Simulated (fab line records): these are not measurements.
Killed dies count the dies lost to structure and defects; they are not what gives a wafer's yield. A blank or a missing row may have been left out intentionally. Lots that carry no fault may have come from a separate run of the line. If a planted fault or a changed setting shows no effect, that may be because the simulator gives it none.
Chamber matching -- flow sfq-line -- rie-diel-03 running SFQ_TRILAYER_I7_VIA_BARC_OPEN_VIA_ETCH_260: 4 sister chambers
The step etches BARC in O2, target depth 125 nm, time 41.7 s. 14 wafers are shown with their chamber, then 7 later ones without.

WAFERS, EACH WITH ITS CHAMBER
wafer,chamber,drypump-motor-current-A (A),oes-product-au (a.u.)
L191.2,0,6.3,0.690
L191.5,0,6.3,0.693
L191.6,3,5.7,0.685
L195.1,2,5.4,0.682
L195.3,0,6.3,0.684
L195.5,2,5.4,0.680
L196.1,3,5.7,0.685
L196.3,2,5.5,0.685
L196.6,1,5.6,0.688
L202.1,2,5.4,0.690
L202.3,1,5.5,0.684
L202.6,0,6.3,0.684
L204.1,0,6.3,0.685
L204.2,2,5.4,0.682

SIGNATURES (means of the wafers above)
reading,chamber 0,chamber 1,chamber 2,chamber 3,scatter within a chamber
drypump-motor-current-A,6.300,5.550,5.420,5.700,0.0361
oes-product-au,0.68720,0.68600,0.68380,0.68500,0.00368
Rule: for each reading, subtract the chamber's mean from the wafer's reading, divide by that reading's scatter and square the result; add these up over the readings and take the root, which gives the wafer's distance from the chamber. If the next closest chamber is less than 2 further off than the closest, the wafer can't be placed; otherwise it belongs to the closest. The scatter is the square root of a quotient: the sum, over the shown wafers, of each reading's squared deviation from its chamber's mean, divided by wafers minus chambers.

WAFERS WITHOUT THEIR CHAMBER
wafer,drypump-motor-current-A (A),oes-product-au (a.u.)
L204.3,5.5,0.685
L209.1,5.5,0.689
L209.3,5.5,0.678
L209.6,5.6,0.685
L210.2,5.6,0.686
L210.3,5.4,0.685
L210.5,6.3,0.689

THE CHAMBER EACH PASSED THROUGH
wafer,from the rows above,in truth
L204.3,can't be placed: 1 or 2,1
L209.1,can't be placed: 1 or 2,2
L209.3,can't be placed: 1 or 2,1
L209.6,can't be placed: 1 or 3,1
L210.2,can't be placed: 1 or 3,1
L210.3,2,2
L210.5,0,0
Placed correctly: 2 of 7. Cannot be placed on the basis of these rows: 5; the candidates contain the true chamber in 5. 0 placed wrongly.
